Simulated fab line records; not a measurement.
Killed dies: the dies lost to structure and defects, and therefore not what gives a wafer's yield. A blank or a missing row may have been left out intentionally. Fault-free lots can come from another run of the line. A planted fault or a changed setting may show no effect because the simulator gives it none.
Commonality check across tools || flow gf180mcu || 39 wafers sampled across 11 lots

== REASON IT WAS OPENED ==
GF_V3_RS_MEAS_24, reading V3_W_RS: flagged on 2 of 11 lots. Wafers without a fault read 0.326 ohm/sq, standard deviation 0.0033.
Rule: a lot gets a flag if all its wafers with a number sit over 4 standard deviations from that mean, or if no wafer of it has a number. As for the other lots, they are considered sound.

{"lot": "L941", "measured": "day 22 08:35", "on": "film_metro-03", "V3_W_RS (ohm/sq), wafer by wafer": "0.325 0.325 0.322", "flag": ""}
{"lot": "L942", "measured": "day 22 12:33", "on": "film_metro-02", "V3_W_RS (ohm/sq), wafer by wafer": "0.324 0.321 0.326", "flag": ""}
{"lot": "L944", "measured": "day 23 07:29", "on": "film_metro-02", "V3_W_RS (ohm/sq), wafer by wafer": "0.334 0.329 0.331", "flag": ""}
{"lot": "L946", "measured": "day 24 10:22", "on": "film_metro-03", "V3_W_RS (ohm/sq), wafer by wafer": "0.324 0.321 0.326", "flag": ""}
{"lot": "L947", "measured": "day 24 16:56", "on": "film_metro-03", "V3_W_RS (ohm/sq), wafer by wafer": "0.332 0.331 0.325", "flag": ""}
{"lot": "L950", "measured": "day 25 13:29", "on": "film_metro-03", "V3_W_RS (ohm/sq), wafer by wafer": "0.452 0.455 0.457 0.451 0.454 0.458", "flag": "FLAGGED"}
{"lot": "L953", "measured": "day 27 04:24", "on": "film_metro-02", "V3_W_RS (ohm/sq), wafer by wafer": "0.450 0.448 0.461 0.449 0.448 0.462", "flag": "FLAGGED"}
{"lot": "L956", "measured": "day 27 20:41", "on": "film_metro-04", "V3_W_RS (ohm/sq), wafer by wafer": "0.328 0.328 0.326", "flag": ""}
{"lot": "L959", "measured": "day 28 13:24", "on": "film_metro-03", "V3_W_RS (ohm/sq), wafer by wafer": "0.329 0.325 0.326", "flag": ""}
{"lot": "L961", "measured": "day 28 22:20", "on": "film_metro-03", "V3_W_RS (ohm/sq), wafer by wafer": "0.329 0.325 0.327", "flag": ""}
{"lot": "L962", "measured": "day 29 02:01", "on": "film_metro-03", "V3_W_RS (ohm/sq), wafer by wafer": "0.325 0.326 0.324", "flag": ""}
Average over the flagged lots: 0.454 ohm/sq; offset from the usual +0.128 ohm/sq, equal to +39 standard deviations.

== LOT BY LOT: THE TOOL USED ==
The record holds 3 process steps before the reading, out of a route of 602 steps. Cell contents, in order: the tool; ch with the chambers the sampled wafers went through; the start.
{"lot": "L941", "flag": "", "GF_V3_CVD_02": "pecvd-03 ch 1,2, day 21 07:16", "GF_V3_ETCH_16": "rie_diel-04 ch 1,2, day 22 07:43", "GF_V3_CVD_23": "cvd_w-01 ch 0,1, day 22 08:28"}
{"lot": "L942", "flag": "", "GF_V3_CVD_02": "pecvd-04 ch 0,2, day 21 11:41", "GF_V3_ETCH_16": "rie_diel-04 ch 1,2, day 22 11:40", "GF_V3_CVD_23": "cvd_w-01 ch 0,1, day 22 12:25"}
{"lot": "L944", "flag": "", "GF_V3_CVD_02": "pecvd-03 ch 0,1, day 22 06:22", "GF_V3_ETCH_16": "rie_diel-01 ch 1,2, day 23 06:34", "GF_V3_CVD_23": "cvd_w-01 ch 0,1, day 23 07:23"}
{"lot": "L946", "flag": "", "GF_V3_CVD_02": "pecvd-03 ch 0,1, day 23 10:10", "GF_V3_ETCH_16": "rie_diel-01 ch 1,3, day 24 09:28", "GF_V3_CVD_23": "cvd_w-02 ch 0,1, day 24 10:16"}
{"lot": "L947", "flag": "", "GF_V3_CVD_02": "pecvd-04 ch 0,1,2, day 23 16:59", "GF_V3_ETCH_16": "rie_diel-02 ch 0,1,2, day 24 15:59", "GF_V3_CVD_23": "cvd_w-01 ch 0,1, day 24 16:47"}
{"lot": "L950", "flag": "FLAGGED", "GF_V3_CVD_02": "pecvd-02 ch 0,1,2, day 24 14:43", "GF_V3_ETCH_16": "rie_diel-04 ch 0,1,2, day 25 12:35", "GF_V3_CVD_23": "cvd_w-01 ch 0,1, day 25 13:22"}
{"lot": "L953", "flag": "FLAGGED", "GF_V3_CVD_02": "pecvd-03 ch 0,1,2, day 26 06:28", "GF_V3_ETCH_16": "rie_diel-02 ch 0,2,3, day 27 03:28", "GF_V3_CVD_23": "cvd_w-01 ch 0,1, day 27 04:16"}
{"lot": "L956", "flag": "", "GF_V3_CVD_02": "pecvd-04 ch 1,2, day 26 23:01", "GF_V3_ETCH_16": "rie_diel-04 ch 1,2,3, day 27 19:49", "GF_V3_CVD_23": "cvd_w-02 ch 0,1, day 27 20:34"}
{"lot": "L959", "flag": "", "GF_V3_CVD_02": "pecvd-02 ch 0,2, day 27 16:16", "GF_V3_ETCH_16": "rie_diel-01 ch 0,1,2, day 28 12:25", "GF_V3_CVD_23": "cvd_w-02 ch 0, day 28 13:17"}
{"lot": "L961", "flag": "", "GF_V3_CVD_02": "pecvd-04 ch 1,2, day 28 00:53", "GF_V3_ETCH_16": "rie_diel-01 ch 0,1,2, day 28 21:28", "GF_V3_CVD_23": "cvd_w-02 ch 0,1, day 28 22:14"}
{"lot": "L962", "flag": "", "GF_V3_CVD_02": "pecvd-02 ch 0,1,2, day 28 05:05", "GF_V3_ETCH_16": "rie_diel-04 ch 0,1,2, day 29 01:07", "GF_V3_CVD_23": "cvd_w-02 ch 0,1, day 29 01:53"}
What is done by these steps:
- GF_V3_CVD_02: deposits SiO2 from TEOS, target thk 850 nm, time 94.851 s.
- GF_V3_ETCH_16: etches BARC in N2/H2.
- GF_V3_CVD_23: deposits W, target thk 350 nm, time 104.9 s.
- GF_V3_RS_MEAS_24: measures by four-point-probe.

== FLAGGED AGAINST TOTAL, ONE TOOL AT A TIME (gauges that did the reading follow at the end) ==
{"step": "GF_V3_CVD_02", "tool": "pecvd-02", "lots run": 3, "flagged": 1, "share of the flagged lots": "some", "sound lots run after its first flagged lot": "2 (L959,L962)"}
{"step": "GF_V3_CVD_02", "tool": "pecvd-03", "lots run": 4, "flagged": 1, "share of the flagged lots": "some", "sound lots run after its first flagged lot": 0}
{"step": "GF_V3_CVD_02", "tool": "pecvd-04", "lots run": 4, "flagged": 0, "share of the flagged lots": "none", "sound lots run after its first flagged lot": "-"}
{"step": "GF_V3_ETCH_16", "tool": "rie_diel-01", "lots run": 4, "flagged": 0, "share of the flagged lots": "none", "sound lots run after its first flagged lot": "-"}
{"step": "GF_V3_ETCH_16", "tool": "rie_diel-02", "lots run": 2, "flagged": 1, "share of the flagged lots": "some", "sound lots run after its first flagged lot": 0}
{"step": "GF_V3_ETCH_16", "tool": "rie_diel-04", "lots run": 5, "flagged": 1, "share of the flagged lots": "some", "sound lots run after its first flagged lot": "2 (L956,L962)"}
{"step": "GF_V3_CVD_23", "tool": "cvd_w-01", "lots run": 6, "flagged": 2, "share of the flagged lots": "all", "sound lots run after its first flagged lot": 0}
{"step": "GF_V3_CVD_23", "tool": "cvd_w-02", "lots run": 5, "flagged": 0, "share of the flagged lots": "none", "sound lots run after its first flagged lot": "-"}
{"step": "GF_V3_RS_MEAS_24", "tool": "film_metro-02", "lots run": 3, "flagged": 1, "share of the flagged lots": "some", "sound lots run after its first flagged lot": 0}
{"step": "GF_V3_RS_MEAS_24", "tool": "film_metro-03", "lots run": 7, "flagged": 1, "share of the flagged lots": "some", "sound lots run after its first flagged lot": "3 (L959,L961,L962)"}
{"step": "GF_V3_RS_MEAS_24", "tool": "film_metro-04", "lots run": 1, "flagged": 0, "share of the flagged lots": "none", "sound lots run after its first flagged lot": "-"}

== WHAT THE TABLE ALLOWS ==
In the table, 1 row covers all flagged lots: cvd_w-01 at GF_V3_CVD_23.
- cvd_w-01 at GF_V3_CVD_23: 2 of its 6 lots flagged. Last sound lot L947 at day 24 16:47, first flagged lot L950 at day 25 13:22; a fault beginning in between fits.
cvd_w-01 at GF_V3_CVD_23 is the single tool remaining.

== WHAT THE SIMULATOR HAD PUT IN ==
Site profile drift: cvd_w-01, from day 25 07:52 on, at GF_V3_CVD_23. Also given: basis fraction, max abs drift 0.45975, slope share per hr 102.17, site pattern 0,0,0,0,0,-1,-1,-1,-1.
Shown lots that were struck: L950, L953. The same result came from the rule above.
